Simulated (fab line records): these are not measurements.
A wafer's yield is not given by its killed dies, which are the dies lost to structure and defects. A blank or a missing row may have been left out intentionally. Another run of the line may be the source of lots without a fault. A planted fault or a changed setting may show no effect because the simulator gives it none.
fab line records	flow sfq-line
[record] lots = 6	wafers = 18	last-day = 90
route steps=325 shown M7@281 I7@296 M8@311
lots untouched by any fault: they come from a run of this same line in which no faults occurred
start-h: the number of hours between the record's first day and the start of the first shown wafer of the lot	wait-h: hours since the lot's step before	" same as the row above	L1.1+2: a row that stands for several wafers	- no value present, or no start provided	* or withheld: withheld	< > ~ a bound
route shown NAME@n: NAME is a module with steps in the file, n the number in the route of the first one	usual: the fault-free wafers' mean and standard deviation	same: alike in all rows	chamber/n: place in a boat	sites: the reading at each site	_std_site: how widely they spread, as a standard deviation	_edge_site: outer sites' mean less inner sites'	radius-mm: for every site, how far away it sits from the centre of the wafer	mask NAME#n: copy n	behind: tool/chamber where the wafer was last shaped	hold: cause of the lot's hold/its duration in hours/its outcome	device: which transistor (n, p or np) failed to switch	end of line: the same wafers' tests at the end of the route	for a step that has no rows: nothing shown but its recipe	killed: dies that structure and defects cost at the first sort, which is not the same as the wafer's yield	map: the dies of a wafer, with x for killed, . for not killed, _ for no die there
set.NAME: setting as actually run; set.NAME@STEP: the setting as run at that earlier step	model.NAME: the simulator's own value behind a step, which no gauge read
lots at selected steps of the route; one table per step, one row per wafer
services: a tool's chamber out of use, with start hour (start-h, from the record's first day; less than 0 if before it), hours out, and reason
[[steps]]
[step SFQ_TRILAYER_M7_DEP_PRE_CLEAN_176]
[recipe] gas = Ar	time-s = 22.5	bias-v = 250
[step SFQ_TRILAYER_M7_DEP_SPUTTER_175]
[recipe] material = Nb	base-pressure-pa = 1.33e-06	chamber-pressure-pa = 0.1333	substrate-temp-c = 20	target-thk-nm = 200	power-w = 2000	time-s = 133.3
[step SFQ_M7_RS_MEAS_943]
[recipe] thk-meas-gauge = four-point-probe	reads = Nb_of_TRILAYER_M7_DEP_SPUTTER_175
[usual] M7_NB_RS = 0.885/0.011
lot.wafer	tool	chamber	start-h	wait-h	M7_NB_RS[ohm/sq]
L279.2	film-metro-03	-	1864.74	0.1	0.873
L279.3	"	-	"	"	0.870
L279.5	"	-	"	"	0.871
L285.2	film-metro-02	-	1934.78	0.1	0.893
L285.3	"	-	"	"	0.880
L285.6	"	-	"	"	0.889
L286.1	film-metro-03	-	1936.12	0.0	0.890
L286.2	"	-	"	"	0.890
L286.4	"	-	"	"	0.898
L288.1	film-metro-02	-	1939.54	0.0	0.882
L288.2	"	-	"	"	0.889
L288.6	"	-	"	"	0.888
L292.2	film-metro-03	-	1945.56	0.1	0.884
L292.3	"	-	"	"	0.890
L292.4	"	-	"	"	0.879
L293.2	film-metro-03	-	1983.98	0.1	0.889
L293.3	"	-	"	"	0.877
L293.6	"	-	"	"	0.880
[step SFQ_TRILAYER_M7_LITHO_COAT_182]
[recipe] resist = BARC	spin-rpm = 3000	resist-thk-nm = 62
[step SFQ_TRILAYER_M7_LITHO_COAT_177]
[recipe] resist = KrF	spin-rpm = 3000	resist-thk-nm = 600
[step SFQ_TRILAYER_M7_LITHO_SOFTBAKE_181]
[recipe] temp-c = withheld	time-s = withheld	resist = KrF
[step SFQ_TRILAYER_M7_LITHO_EXPOSE_178]
[recipe] mask-id = M7	na = 0.6	source-shape = conventional	sigma-outer = 0.65	target-cd-nm = 500	dose-mj = 14.4
[step SFQ_TRILAYER_M7_LITHO_PEB_180]
[recipe] peb-temp-c = 115	peb-time-s = 60	resist = KrF
[step SFQ_TRILAYER_M7_LITHO_DEVELOP_179]
[recipe] time-s = 60	resist = KrF
[step SFQ_M7_OVL_MEAS_945]
[usual] M7_OVL = 1/5.3
lot.wafer	tool	chamber	start-h	wait-h	M7_OVL[nm]
L279.2	overlay-02	-	1892.37	0.1	6
L279.3	"	-	"	"	2
L279.5	"	-	"	"	3
L285.2	overlay-02	-	1937.80	0.1	1
L285.3	"	-	"	"	-13
L285.6	"	-	"	"	0
L286.1	overlay-02	-	1938.99	0.1	-7
L286.2	"	-	"	"	-4
L286.4	"	-	"	"	-3
L288.1	overlay-02	-	1942.59	0.1	-6
L288.2	"	-	"	"	-5
L288.6	"	-	"	"	-9
L292.2	overlay-02	-	1948.60	0.1	1
L292.3	"	-	"	"	-3
L292.4	"	-	"	"	-7
L293.2	overlay-02	-	1987.23	0.1	3
L293.3	"	-	"	"	4
L293.6	"	-	"	"	7
[step SFQ_TRILAYER_M7_BARC_OPEN_METAL_ETCH_229]
[recipe] mask-material = PR	chemistry = O2	target-depth-nm = 125	target = BARC	icp-w = 600	bias-w = 80	pressure-mtorr = 10	time-s = 41.7
[usual] drypump-motor-current-A = 6.2/0.38	oes-product-au = 0.685/0.0043
lot.wafer	tool	chamber	start-h	wait-h	drypump-motor-current-A	oes-product-au	rf-hours-counter-h
L279.2	rie-metal-04	1	1892.40	0.0	6.6	0.685	71
L279.3	"	0	"	"	6.4	0.687	-
L279.5	"	0	"	"	6.4	0.686	-
L285.2	rie-metal-04	0	1937.83	0.0	6.5	0.684	68
L285.3	"	0	"	"	6.5	0.684	-
L285.6	"	1	"	"	6.7	0.685	-
L286.1	rie-metal-02	1	1939.03	0.0	5.6	0.684	76
L286.2	"	0	"	"	6.1	0.680	127
L286.4	"	0	"	"	6.1	0.693	-
L288.1	rie-metal-04	1	1942.63	0.0	6.6	0.681	79
L288.2	"	0	"	"	6.4	0.680	69
L288.6	"	1	"	"	6.6	0.691	-
L292.2	rie-metal-02	0	1948.63	0.0	6.1	0.684	129
L292.3	"	1	"	"	5.6	0.676	-
L292.4	"	0	"	"	6.1	0.683	-
L293.2	rie-metal-02	1	1987.26	0.0	5.6	0.688	87
L293.3	"	0	"	"	6.1	0.685	-
L293.6	"	0	"	"	6.1	0.684	-
[step SFQ_TRILAYER_M7_ETCH_METAL_ETCH_180]
[recipe] target = Nb	stop-on = SiO2	mask-material = PR	chemistry = Cl2/Ar	target-depth-nm = 240	icp-w = 600	bias-w = 80	pressure-mtorr = 10	time-s = 120
[usual] drypump-motor-current-A = 6.2/0.38	oes-product-au = 0.896/0.0073
lot.wafer	tool	chamber	start-h	wait-h	drypump-motor-current-A	oes-product-au	rf-hours-counter-h	model.KrF_of_TRILAYER_M7_LITHO_COAT_177.thk-nm	model.M7.feature-depth-nm	model.etch.depth-nm
L279.2	rie-metal-04	1	1892.46	0.0	6.6	0.899	71	381.4	203.2	203.2
L279.3	"	0	"	"	6.5	0.899	-	382.7	203.8	203.8
L279.5	"	0	"	"	6.5	0.904	-	382.9	203.7	203.7
L285.2	rie-metal-04	0	1937.89	0.0	6.5	0.884	68	380.7	198.7	198.7
L285.3	"	0	"	"	6.5	0.861	-	413.5	186.8	186.8
L285.6	"	1	"	"	6.6	0.855	-	411.8	186.6	186.6
L286.1	rie-metal-02	1	1939.09	0.0	5.6	0.890	76	384.7	199.4	199.4
L286.2	"	0	"	"	6.1	0.886	127	385.7	199	199
L286.4	"	0	"	"	6.1	0.884	-	385.2	197.9	197.9
L288.1	rie-metal-04	1	1942.69	0.0	6.5	0.893	79	377.4	201.3	201.3
L288.2	"	0	"	"	6.5	0.888	69	377	199.8	199.8
L288.6	"	1	"	"	6.5	0.860	-	412.6	185.9	185.9
L292.2	rie-metal-02	0	1948.69	0.0	6.1	0.904	129	384.5	201	201
L292.3	"	1	"	"	5.6	0.893	-	382.8	199.8	199.8
L292.4	"	0	"	"	6.1	0.902	-	383.2	202.3	202.3
L293.2	rie-metal-02	1	1987.32	0.0	5.5	0.886	87	385.4	199.7	199.7
L293.3	"	0	"	"	6.1	0.905	-	384.2	202.3	202.3
L293.6	"	0	"	"	6.1	0.899	-	385.3	201.9	201.9
[step SFQ_TRILAYER_M7_STRIP_STRIP_181]
[recipe] gas = O2	power-w = 200	platen-temp-c = 40	overash-fraction = 0.65	chemistry = O2	pressure-mtorr = 50
[usual] drypump-motor-current-A = 6.2/0.38	oes-product-au = 1.000/0.0079
lot.wafer	tool	chamber	start-h	wait-h	drypump-motor-current-A	oes-product-au	rf-hours-counter-h
L279.2	rie-metal-04	1	1892.58	0.1	6.7	1.010	71
L279.3	"	0	"	"	6.5	1.000	-
L279.5	"	0	"	"	6.4	1.010	-
L285.2	rie-metal-04	0	1938.01	0.1	6.5	1.009	68
L285.3	"	0	"	"	6.5	1.012	-
L285.6	"	1	"	"	6.7	1.003	-
L286.1	rie-metal-02	1	1939.21	0.1	5.6	0.996	76
L286.2	"	0	"	"	6.1	0.993	127
L286.4	"	0	"	"	6.1	1.001	-
L288.1	rie-metal-04	1	1942.81	0.1	6.6	1.002	79
L288.2	"	0	"	"	6.5	0.986	69
L288.6	"	1	"	"	6.6	0.991	-
L292.2	rie-metal-02	0	1948.81	0.1	6.1	0.986	130
L292.3	"	1	"	"	5.6	0.985	-
L292.4	"	0	"	"	6.1	0.987	-
L293.2	rie-metal-02	1	1987.44	0.1	5.5	1.002	87
L293.3	"	0	"	"	6.0	1.000	-
L293.6	"	0	"	"	6.1	1.004	-
[step SFQ_TRILAYER_M7_STRIP_SOLV_CLEAN_182]
[recipe] chemistry = NMP	temp-c = 70	time-s = 600
[step SFQ_TRILAYER_I7_DEP_PECVD_183]
[recipe] material = SiO2	temp-c = 150	time-s = 111.11	pressure-torr = 2.4	rf-w = 183.3	precursor = SiH4/N2O	target-thk-nm = 500
[usual] chamber-pressure-Torr = 2.400/0.0058	heater-power-w = 95/9.6	throttle-valve-pct = 24.2/0.83
lot.wafer	tool	chamber	start-h	wait-h	chamber-pressure-Torr	heater-power-w	throttle-valve-pct
L279.2	pecvd-04	2	1893.36	0.0	2.395	86	24.0
L279.3	"	1	"	"	2.400	89	24.7
L279.5	"	1	"	"	2.403	75	24.7
L285.2	pecvd-01	0	1938.79	0.0	2.404	96	24.2
L285.3	"	2	"	"	2.403	99	23.9
L285.6	"	0	"	"	2.399	98	24.2
L286.1	pecvd-02	1	1939.99	0.0	2.409	89	25.5
L286.2	"	2	"	"	2.398	96	25.1
L286.4	"	1	"	"	2.402	92	25.5
L288.1	pecvd-01	2	1943.59	0.0	2.398	113	23.8
L288.2	"	1	"	"	2.396	111	23.1
L288.6	"	0	"	"	2.403	98	24.0
L292.2	pecvd-01	1	1949.59	0.0	2.402	104	22.7
L292.3	"	2	"	"	2.402	98	24.2
L292.4	"	2	"	"	2.404	102	23.9
L293.2	pecvd-01	2	1988.23	0.0	2.402	95	23.9
L293.3	"	0	"	"	2.407	99	24.3
L293.6	"	0	"	"	2.405	102	24.4
[step SFQ_TRILAYER_I7_CMP_CMP_184]
[recipe] material = SiO2	down-force-psi = 3	platen-rpm = 60	pad-velocity-m-s = 0.94248
[step SFQ_I7_BOW_MEAS_946]
[recipe] mode = bow
[usual] I7_BOW = 8/9.8
lot.wafer	tool	chamber	start-h	wait-h	I7_BOW[um]
L279.2	film-metro-04	-	1897.06	1.0	1
L279.3	"	-	"	"	-1
L279.5	"	-	"	"	5
L285.2	film-metro-04	-	1941.88	1.0	-16
L285.3	"	-	"	"	-15
L285.6	"	-	"	"	-10
L286.1	film-metro-01	-	1943.06	1.0	9
L286.2	"	-	"	"	10
L286.4	"	-	"	"	10
L288.1	film-metro-01	-	1946.66	2.0	20
L288.2	"	-	"	"	4
L288.6	"	-	"	"	15
L292.2	film-metro-03	-	1954.80	1.0	5
L292.3	"	-	"	"	-3
L292.4	"	-	"	"	5
L293.2	film-metro-01	-	1993.63	1.5	19
L293.3	"	-	"	"	12
L293.6	"	-	"	"	25
[step SFQ_TRILAYER_I7_METRO_MEASURE_185]
[usual] thk-nm = 199.3/0.83
lot.wafer	tool	chamber	start-h	wait-h	thk-nm
L279.2	film-metro-04	-	1897.36	0.3	199.7
L279.3	"	-	"	"	200.3
L279.5	"	-	"	"	200.2
L285.2	film-metro-04	-	1942.18	0.3	199.6
L285.3	"	-	"	"	199.3
L285.6	"	-	"	"	200.1
L286.1	film-metro-01	-	1943.18	0.1	200.0
L286.2	"	-	"	"	200.2
L286.4	"	-	"	"	199.0
L288.1	film-metro-01	-	1946.78	0.1	199.1
L288.2	"	-	"	"	198.2
L288.6	"	-	"	"	199.3
L292.2	film-metro-03	-	1955.10	0.3	199.8
L292.3	"	-	"	"	200.5
L292.4	"	-	"	"	198.3
L293.2	film-metro-01	-	1993.93	0.3	199.2
L293.3	"	-	"	"	199.9
L293.6	"	-	"	"	199.6
[step SFQ_TRILAYER_I7_VIA_LITHO_COAT_192]
[recipe] resist = BARC	spin-rpm = 3000	resist-thk-nm = 62
[step SFQ_TRILAYER_I7_VIA_LITHO_COAT_187]
[recipe] resist = KrF	spin-rpm = 3000	resist-thk-nm = 650
[step SFQ_TRILAYER_I7_VIA_LITHO_SOFTBAKE_191]
[recipe] temp-c = withheld	time-s = withheld	resist = KrF
[step SFQ_TRILAYER_I7_VIA_LITHO_EXPOSE_188]
[recipe] mask-id = I7	na = 0.6	source-shape = conventional	sigma-outer = 0.65	target-cd-nm = 1000	dose-mj = 21.3
[step SFQ_TRILAYER_I7_VIA_LITHO_PEB_190]
[recipe] peb-temp-c = 115	peb-time-s = 60	resist = KrF
[step SFQ_TRILAYER_I7_VIA_LITHO_DEVELOP_189]
[recipe] time-s = 60	resist = KrF
[step SFQ_I7_OVL_MEAS_947]
[usual] I7_OVL = 2/5.5
lot.wafer	tool	chamber	start-h	wait-h	I7_OVL[nm]
L279.2	overlay-01	-	1985.27	0.1	5
L279.3	"	-	"	"	9
L279.5	"	-	"	"	17
L285.2	overlay-02	-	2037.77	0.1	16
L285.3	"	-	"	"	2
L285.6	"	-	"	"	6
L286.1	overlay-01	-	2038.96	0.1	3
L286.2	"	-	"	"	-1
L286.4	"	-	"	"	6
L288.1	overlay-02	-	2041.36	0.1	2
L288.2	"	-	"	"	1
L288.6	"	-	"	"	1
L292.2	overlay-02	-	2053.37	0.1	4
L292.3	"	-	"	"	2
L292.4	"	-	"	"	-6
L293.2	overlay-02	-	2084.15	0.1	2
L293.3	"	-	"	"	-7
L293.6	"	-	"	"	-1
[step SFQ_TRILAYER_I7_VIA_BARC_OPEN_VIA_ETCH_260]
[recipe] mask-material = PR	chemistry = O2	target-depth-nm = 125	target = BARC	source-w = 500	bias-w = 80	pressure-mtorr = 30	time-s = 41.7
[step SFQ_TRILAYER_I7_VIA_ETCH_VIA_ETCH_190]
[recipe] target = SiO2	stop-on = Nb	mask-material = PR	taper-deg = 20	chemistry = CHF3	target-depth-nm = 260	source-w = 500	bias-w = 80	pressure-mtorr = 30	time-s = withheld
[usual] drypump-motor-current-A = 5.7/0.36	oes-product-au = 0.853/0.0053
lot.wafer	tool	chamber	start-h	wait-h	drypump-motor-current-A	oes-product-au
L279.2	rie-diel-04	0	1985.34	0.0	5.4	0.846
L279.3	"	1	"	"	6.2	0.867
L279.5	"	0	"	"	5.5	0.852
L285.2	rie-diel-04	1	2037.84	0.0	6.2	0.860
L285.3	"	0	"	"	5.4	0.851
L285.6	"	0	"	"	5.5	0.858
L286.1	rie-diel-02	3	2039.04	0.0	6.2	0.855
L286.2	"	1	"	"	5.2	0.851
L286.4	"	0	"	"	6.0	0.853
L288.1	rie-diel-04	2	2041.44	0.0	5.5	0.853
L288.2	"	1	"	"	6.2	0.849
L288.6	"	0	"	"	5.4	0.846
L292.2	rie-diel-01	3	2053.44	0.0	5.4	0.854
L292.3	"	0	"	"	6.2	0.858
L292.4	"	1	"	"	5.4	0.851
L293.2	rie-diel-04	2	2084.22	0.0	5.5	0.854
L293.3	"	0	"	"	5.5	0.856
L293.6	"	2	"	"	5.5	0.849
[step SFQ_TRILAYER_I7_VIA_STRIP_STRIP_191]
[recipe] gas = O2	power-w = 200	platen-temp-c = 40	overash-fraction = 0.65	chemistry = O2	pressure-mtorr = 50
[step SFQ_TRILAYER_I7_VIA_STRIP_SOLV_CLEAN_192]
[recipe] chemistry = NMP	temp-c = 70	time-s = 600
[step SFQ_TRILAYER_M8_LITHO_LOR_COAT_197]
[recipe] resist = lift-off	spin-rpm = 3000
[step SFQ_TRILAYER_M8_LITHO_LOR_BAKE_198]
[recipe] resist = lift-off	temp-c = withheld	time-s = withheld
[step SFQ_TRILAYER_M8_LITHO_COAT_193]
[recipe] resist = KrF	spin-rpm = 3000	resist-thk-nm = 600
[step SFQ_TRILAYER_M8_LITHO_SOFTBAKE_199]
[recipe] temp-c = withheld	time-s = withheld	resist = KrF
[step SFQ_TRILAYER_M8_LITHO_EXPOSE_194]
[recipe] mask-id = M8	na = 0.6	source-shape = conventional	sigma-outer = 0.65	target-cd-nm = 2000	dose-mj = 14.4
[step SFQ_TRILAYER_M8_LITHO_PEB_196]
[recipe] peb-temp-c = 115	peb-time-s = 60	resist = KrF
[step SFQ_TRILAYER_M8_LITHO_DEVELOP_195]
[recipe] img-clear-s = 15	time-s = 55	resist = KrF
[step SFQ_M8_OVL_MEAS_948]
[usual] M8_OVL = 2/4.2
lot.wafer	tool	chamber	start-h	wait-h	M8_OVL[nm]
L279.2	overlay-02	-	1990.82	0.1	4
L279.3	"	-	"	"	5
L279.5	"	-	"	"	1
L285.2	overlay-01	-	2127.47	0.1	1
L285.3	"	-	"	"	0
L285.6	"	-	"	"	4
L286.1	overlay-01	-	2128.66	0.1	0
L286.2	"	-	"	"	6
L286.4	"	-	"	"	-1
L288.1	overlay-02	-	2132.26	0.1	8
L288.2	"	-	"	"	7
L288.6	"	-	"	"	6
L292.2	overlay-01	-	2145.47	0.1	5
L292.3	"	-	"	"	4
L292.4	"	-	"	"	2
L293.2	overlay-02	-	2170.21	0.1	-4
L293.3	"	-	"	"	-4
L293.6	"	-	"	"	-8
[step SFQ_TRILAYER_M8_DEP_EVAP_197]
[recipe] material = Ti	angular-spread-deg = 1	target-thk-nm = 20	time-s = 100	power-w = 2000
[step SFQ_TRILAYER_M8_DEP_EVAP_198]
[recipe] material = Pt	angular-spread-deg = 1	target-thk-nm = 50	time-s = 250	power-w = 2000
[step SFQ_TRILAYER_M8_DEP_EVAP_196]
[recipe] material = Au	angular-spread-deg = 1	target-thk-nm = 180	time-s = 900	power-w = 2000
[step SFQ_M8_RS_MEAS_949]
[recipe] thk-meas-gauge = four-point-probe	reads = Au_of_TRILAYER_M8_DEP_EVAP_196+Pt_of_TRILAYER_M8_DEP_EVAP_198+Ti_of_TRILAYER_M8_DEP_EVAP_197
[usual] M8_AU_RS = 0.1535/0.0013
lot.wafer	tool	chamber	start-h	wait-h	M8_AU_RS[ohm/sq]
L279.2	film-metro-04	-	1991.61	0.3	0.1569
L279.3	"	-	"	"	0.1546
L279.5	"	-	"	"	0.1575
L285.2	film-metro-01	-	2128.26	0.3	0.1537
L285.3	"	-	"	"	0.1548
L285.6	"	-	"	"	0.1543
L286.1	film-metro-04	-	2129.44	0.3	0.1535
L286.2	"	-	"	"	0.1524
L286.4	"	-	"	"	0.1541
L288.1	film-metro-02	-	2133.04	0.3	0.1553
L288.2	"	-	"	"	0.1543
L288.6	"	-	"	"	0.1537
L292.2	film-metro-01	-	2146.26	0.3	0.1553
L292.3	"	-	"	"	0.1548
L292.4	"	-	"	"	0.1554
L293.2	film-metro-02	-	2171.00	0.3	0.1538
L293.3	"	-	"	"	0.1543
L293.6	"	-	"	"	0.1530
[step SFQ_M8_BOW_MEAS_951]
[recipe] mode = bow
[usual] M8_BOW = 9/9.5
lot.wafer	tool	chamber	start-h	wait-h	M8_BOW[um]	model.etest.m7.comb-log10-ohm
L279.2	film-metro-04	-	1991.97	0.0	1	12
L279.3	"	-	"	"	2	12
L279.5	"	-	"	"	6	12
L285.2	film-metro-02	-	2128.63	0.0	-13	12
L285.3	"	-	"	"	-12	0
L285.6	"	-	"	"	-7	0
L286.1	film-metro-01	-	2129.80	0.0	9	12
L286.2	"	-	"	"	12	12
L286.4	"	-	"	"	11	12
L288.1	film-metro-04	-	2133.40	0.0	21	12
L288.2	"	-	"	"	4	12
L288.6	"	-	"	"	15	0
L292.2	film-metro-04	-	2146.62	0.0	6	12
L292.3	"	-	"	"	-3	12
L292.4	"	-	"	"	4	12
L293.2	film-metro-04	-	2171.36	0.0	19	12
L293.3	"	-	"	"	13	12
L293.6	"	-	"	"	27	12
[[services]]
tool	chamber	start-h	hours	kind
film-metro-03	-	1872.08	3.0	pm
rie-diel-01	-	1874.91	28.1	pm
film-metro-04	-	1875.92	12.7	pm
rie-metal-04	-	1882.24	4.3	pm
rie-diel-02	1	1884.70	3.0	repair
film-metro-01	-	1888.59	0.5	pm
pecvd-01	-	1888.87	6.0	pm
rie-diel-04	3	1900.63	10.0	repair
film-metro-03	-	1904.96	0.4	pm
rie-metal-04	-	1916.54	2.8	pm
rie-metal-02	-	1919.31	0.6	repair
rie-diel-02	1	1929.05	21.4	repair
film-metro-04	-	1943.18	1.6	pm
film-metro-03	-	1958.43	4.4	repair
rie-metal-02	-	1977.56	2.8	pm
rie-metal-02	-	1981.10	0.8	repair
pecvd-01	-	1987.81	0.3	repair
film-metro-01	-	1997.93	1.4	pm
film-metro-04	-	2021.68	1.2	pm
rie-diel-04	3	2067.94	2.4	repair
film-metro-01	-	2077.90	0.2	pm
film-metro-04	-	2079.67	0.4	pm
pecvd-01	-	2082.16	0.8	repair
pecvd-01	2	2083.63	17.0	repair
[[key]]
[first-sign] step = SFQ_TRILAYER_M7_ETCH_METAL_ETCH_180	reading = oes-product-au	direction = down	sigmas = 5.1	usual = 0.896	struck = 0.859
effect none on later readings
[model-effect] step = SFQ_TRILAYER_M7_ETCH_METAL_ETCH_180	value = KrF_of_TRILAYER_M7_LITHO_COAT_177.thk-nm	without = 380.3	struck = 412.6
[model-effect] step = SFQ_M8_BOW_MEAS_951	value = etest.m7.comb-log10-ohm	without = 12	struck = 0
met-at SFQ_TRILAYER_M7_ETCH_METAL_ETCH_180
struck-wafers L285.3,L285.6,L288.6
onset-between 1892.46 1937.89
[fault] kind = process-parameter-drift	tool = rie-metal-04	chamber = -	onset-h = 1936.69	steps = SFQ_TRILAYER_M7_ETCH_METAL_ETCH_180	channel = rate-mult	offset = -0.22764	shape = step	end-h = 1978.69	scope = struck-wafers-only
